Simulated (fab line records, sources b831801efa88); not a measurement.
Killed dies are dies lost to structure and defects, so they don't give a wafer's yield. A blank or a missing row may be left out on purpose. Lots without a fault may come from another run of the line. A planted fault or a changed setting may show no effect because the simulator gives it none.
A struck lot beside a sound one | flow sky130 | 43 steps out of a route of 708
Sound: wafers L648.1, L648.3, L648.6. Struck: wafers L659.2, L659.3. The cause comes at the end.
At each step with rows: each side's tool, then ch and its chambers, then its first start. Under that, the readings that differ: sound wafers | struck wafers | difference of the means | sigmas: that difference in standard deviations of wafers without a fault.
alike: readings whose means differ by less than 2 such deviations, and words and numbers that are the same on both sides. not compared: withheld readings, readings that some wafer has no value for, bounds like >300 that may hide the same value, and numbers for which the record gives no deviation and whose values overlap.
The two part at a step that has a row with sigmas, a row that says differs or no value, or rows on one side only. Numbers that don't overlap but have no deviation are shown without sigmas and don't part them. A reading that every wafer of one side lacks parts them only if that side has two wafers or more.

first, 3 steps without rows for these wafers: SKY_VIA2_EXPOSE_09 (exposes mask VIM2, target cd 200 nm); SKY_VIA2_PEB_10; SKY_VIA2_DEVELOP_11 (develop time 60 s).
SKY_VIA2_CD_MEAS_12: target cd 200 nm.
  sound on cd_sem-02, day 38 14:17; struck on cd_sem-02, day 41 18:01
  alike: cd_nm
SKY_VIA2_OVL_MEAS_13:
  sound on overlay-01, day 38 14:24; struck on overlay-01, day 41 18:07
  alike: VIA2_OVL
SKY_VIA2_ETCH_14: etches BARC in N2/H2, stops on SiO2, time 45.9 s, target depth 60 nm.
  sound on rie_diel-02 ch 0,1, day 38 14:26; struck on rie_diel-01 ch 2,3, day 41 18:08
  alike: drypump_motor_current_A, h2_flow_sccm, oes_product_au, throttle_valve_pct
  not compared: rf_hours_counter_h
SKY_VIA2_ETCH_15: etches SiO2 in C4F8/O2/Ar, stops on TiN, target depth 546 nm, time 84 s.
  sound on rie_diel-02 ch 0,1, day 38 14:29; struck on rie_diel-01 ch 2,3, day 41 18:11
  alike: oes_product_au
  not compared: rf_hours_counter_h
then, 5 steps without rows for these wafers: SKY_VIA2_STRIP_16 (strips in O2/N2); SKY_VIA2_STRIP_17 (strips in post etch residue remover, time 1200 s); SKY_VIA2_CLEAN_18 (cleans in IPA, time 180 s); SKY_VIA2_CLEAN_19 (cleans in O3/DIW); SKY_VIA2_SPUTTER_20 (material TiN, target thk 20 nm, time 80 s).
SKY_VIA2_CVD_21: deposits W, target thk 420 nm, time 126.4 s.
  sound on cvd_w-02 ch 0,1, day 38 15:14; struck on cvd_w-01 ch 0, day 41 19:01
  alike: heater_power_w
SKY_VIA2_RS_MEAS_22: measures by four-point-probe.
  sound on film_metro-02, day 38 15:22; struck on film_metro-03, day 41 19:10
  alike: VIA2_W_RS
SKY_VIA2_THK_MEAS_23: measures by xrf.
  sound on film_metro-02, day 38 15:29; struck on film_metro-03, day 41 19:17
  alike: VIA2_W_THK
then, 1 step without rows for these wafers: SKY_VIA2_CMP_24 (polishes, stops on SiO2, t overpolish 20 s, target thk 0 nm).
SKY_METAL3_SPUTTER_00: material Ti, target thk 15 nm, time 10 s.
  sound on pvd_sputter-01, day 38 15:51; struck on pvd_sputter-04, day 41 19:38
  alike: throttle_valve_pct
then, 3 steps without rows for these wafers: SKY_METAL3_SPUTTER_01 (material TiN, target thk 20 nm, time 16.7 s); SKY_METAL3_SPUTTER_02 (material AlCu, target thk 735 nm, time 39.1 s); SKY_METAL3_SPUTTER_03 (material Ti, target thk 5 nm, time 3.3 s).
SKY_METAL3_SPUTTER_04: material TiN, target thk 70 nm, time 58.3 s.
  sound on pvd_sputter-01, day 38 15:57; struck on pvd_sputter-04, day 41 19:44
  alike: throttle_valve_pct
SKY_CAPM_CVD_00: deposits SiO2, target thk 15.5 nm.
  sound on pecvd-04 ch 0,2, day 38 16:00; struck on pecvd-04 ch 1,2, day 41 19:47
  alike: heater_power_w
SKY_CAPM_THK_MEAS_01:
  sound on film_metro-01, day 38 16:01; struck on film_metro-03, day 41 19:49
  alike: CAPM_CVD_00_THK
then, 1 step without rows for these wafers: SKY_CAPM_SPUTTER_02 (material TiN, target thk 200 nm, time 166.7 s).
SKY_CAPM_RS_MEAS_03: measures by four-point-probe.
  sound on film_metro-03, day 38 16:11; struck on film_metro-02, day 41 19:59
  alike: CAPM_TIN_RS
SKY_CAPM_THK_MEAS_04: measures by xrf.
  sound on film_metro-03, day 38 16:19; struck on film_metro-02, day 41 20:06
  alike: CAPM_TIN_THK
then, 7 steps without rows for these wafers: SKY_CAPM_DEHYDRATE_05 (time 60 s); SKY_CAPM_HMDS_06 (prime time 60 s); SKY_CAPM_COAT_07 (resist thk 1140 nm); SKY_CAPM_SOFTBAKE_08 (time 60 s); SKY_CAPM_EXPOSE_09 (exposes mask CAPM, target cd 1000 nm); SKY_CAPM_PEB_10; SKY_CAPM_DEVELOP_11 (develop time 60 s).
SKY_CAPM_OVL_MEAS_12:
  sound on overlay-01, day 39 17:08; struck on overlay-01, day 42 19:02
  alike: CAPM_OVL
then, 8 steps without rows for these wafers: SKY_CAPM_METAL_ETCH_13 (etches TiN in Cl2/BCl3, stops on SiO2, target depth 220 nm, time 62.9 s); SKY_CAPM_STRIP_14 (strips in O2/N2); SKY_CAPM_STRIP_15 (strips in post etch residue remover, time 1200 s); SKY_CAPM_CLEAN_16 (cleans in IPA, time 180 s); SKY_CAPM_CLEAN_17 (cleans in O3/DIW); SKY_METAL3_DEHYDRATE_05 (time 60 s); SKY_METAL3_HMDS_06 (prime time 60 s); SKY_METAL3_COAT_07 (resist thk 60 nm).
-- the record jumps here: 7 days lie between the struck wafers' starts before and after (it left off in module METAL3 and takes up again in module PAD_OPEN, whose first step shown is number 708 of the route) --
SKY_PAD_OPEN_PROBE_99:
  sound on prober-02, day 47 13:02; struck on prober-02, day 50 01:03
  reading             | sound    | struck  | difference | sigmas
  killed_at_M0_to_M3  | 42 48 39 | 101 103 | +59        | +9
  killed_at_front_end | 27 13 25 | 10 12   | -11        | -2
  killed_dies         | 86 83 93 | 132 141 | +49        | +6
  alike: killed_at_M4_up, killed_at_contacts, killed_at_other, killed_open, killed_short

WHERE THEY PART
Only at SKY_PAD_OPEN_PROBE_99, within this record.

WHY: what the simulator had put in
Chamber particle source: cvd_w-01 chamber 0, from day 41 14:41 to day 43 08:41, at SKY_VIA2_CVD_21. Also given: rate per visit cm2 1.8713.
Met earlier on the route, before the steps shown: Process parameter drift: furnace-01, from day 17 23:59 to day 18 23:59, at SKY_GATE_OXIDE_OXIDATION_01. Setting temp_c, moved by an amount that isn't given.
